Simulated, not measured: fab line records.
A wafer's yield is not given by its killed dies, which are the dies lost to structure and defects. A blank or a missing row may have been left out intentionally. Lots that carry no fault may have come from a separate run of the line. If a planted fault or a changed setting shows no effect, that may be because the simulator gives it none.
What tool caused it? :: flow gf180mcu :: 7 lots with 21 wafers sampled at 4 steps, on a route of 602 steps

== WHAT THE GAUGES READ, wafer by wafer ==
GF_V2_RS_MEAS_24: measures by four-point-probe.
lot: L868
measured: day 21 11:04
on: film_metro-01
V2_W_RS (ohm/sq): 0.332 0.327 0.326

lot: L870
measured: day 22 04:49
on: film_metro-04
V2_W_RS (ohm/sq): 0.323 0.337 0.333

lot: L872
measured: day 22 19:49
on: film_metro-01
V2_W_RS (ohm/sq): 0.329 0.324 0.336

lot: L882
measured: day 26 09:26
on: film_metro-01
V2_W_RS (ohm/sq): 44.563 44.318 43.915

lot: L884
measured: day 26 23:25
on: film_metro-01
V2_W_RS (ohm/sq): 0.333 0.321 0.332

lot: L886
measured: day 27 12:53
on: film_metro-04
V2_W_RS (ohm/sq): 0.320 0.319 0.319

lot: L888
measured: day 28 00:41
on: film_metro-04
V2_W_RS (ohm/sq): 0.332 0.326 0.330

== TOOL THAT RAN EACH LOT (tool first, then ch and the chambers of the sampled wafers, then the start) ==
lot: L868
GF_M2_METAL_ETCH_16: rie_metal-03 ch 0,1, day 20 08:47
GF_V2_CMP_04: cmp-02 ch 0,1,3, day 20 09:50
GF_V2_CVD_23: cvd_w-02 ch 0,1, day 21 10:55

lot: L870
GF_M2_METAL_ETCH_16: rie_metal-03 ch 0,1, day 21 02:26
GF_V2_CMP_04: cmp-01 ch 0,2,3, day 21 03:21
GF_V2_CVD_23: cvd_w-01 ch 0,1, day 22 04:41

lot: L872
GF_M2_METAL_ETCH_16: rie_metal-03 ch 1, day 21 18:38
GF_V2_CMP_04: cmp-01 ch 1,2, day 21 19:37
GF_V2_CVD_23: cvd_w-01 ch 0,1, day 22 19:41

lot: L882
GF_M2_METAL_ETCH_16: rie_metal-04 ch 0, day 25 10:02
GF_V2_CMP_04: cmp-02 ch 0,1,3, day 25 11:01
GF_V2_CVD_23: cvd_w-01 ch 0,1, day 26 09:16

lot: L884
GF_M2_METAL_ETCH_16: rie_metal-01 ch 1, day 25 23:58
GF_V2_CMP_04: cmp-02 ch 0,1,2, day 26 01:04
GF_V2_CVD_23: cvd_w-01 ch 0,1, day 26 23:18

lot: L886
GF_M2_METAL_ETCH_16: rie_metal-04 ch 0,1, day 26 14:21
GF_V2_CMP_04: cmp-01 ch 0,1, day 26 15:15
GF_V2_CVD_23: cvd_w-01 ch 1, day 27 12:45

lot: L888
GF_M2_METAL_ETCH_16: rie_metal-01 ch 0,1, day 27 02:32
GF_V2_CMP_04: cmp-01 ch 0,1,2, day 27 03:32
GF_V2_CVD_23: cvd_w-02 ch 0,1, day 28 00:30
- GF_M2_METAL_ETCH_16: etches the open film in Cl2/BCl3, stops on SiO2, target depth 627.5 nm, time 104.6 s.
- GF_V2_CMP_04: polishes SiO2.
- GF_V2_CVD_23: deposits W, target thk 350 nm, time 104.94 s.

== THE ANSWER, worked out from the rows above alone ==
Rule: the lots themselves supply what counts as usual. The widest of any qualifying gaps counts: lots, ordered by their means at a reading, are off when they make up no more than a third of the lots, leave a main group of 4 or more, and stand apart from it by 3 or more times the standard deviation of that group's means. Not used: any main group whose means are identical at the precision the tables above print for the reading. A lot without any number at a reading at which 4 lots or more have one is off too. All remaining lots with rows at the step are treated as sound.
Off: L882, at GF_V2_RS_MEAS_24 (V2_W_RS). Mean 0.328 ohm/sq and standard deviation 0.0038 in the main group.
A tool fits if, at a process step before that reading, it ran every lot that is off, and no sound lot after the first of them. Gauges at GF_V2_RS_MEAS_24: tried the same way as those tools. Not one of the candidates tried fits.

== WHAT THE SIMULATOR HAD INSERTED ==
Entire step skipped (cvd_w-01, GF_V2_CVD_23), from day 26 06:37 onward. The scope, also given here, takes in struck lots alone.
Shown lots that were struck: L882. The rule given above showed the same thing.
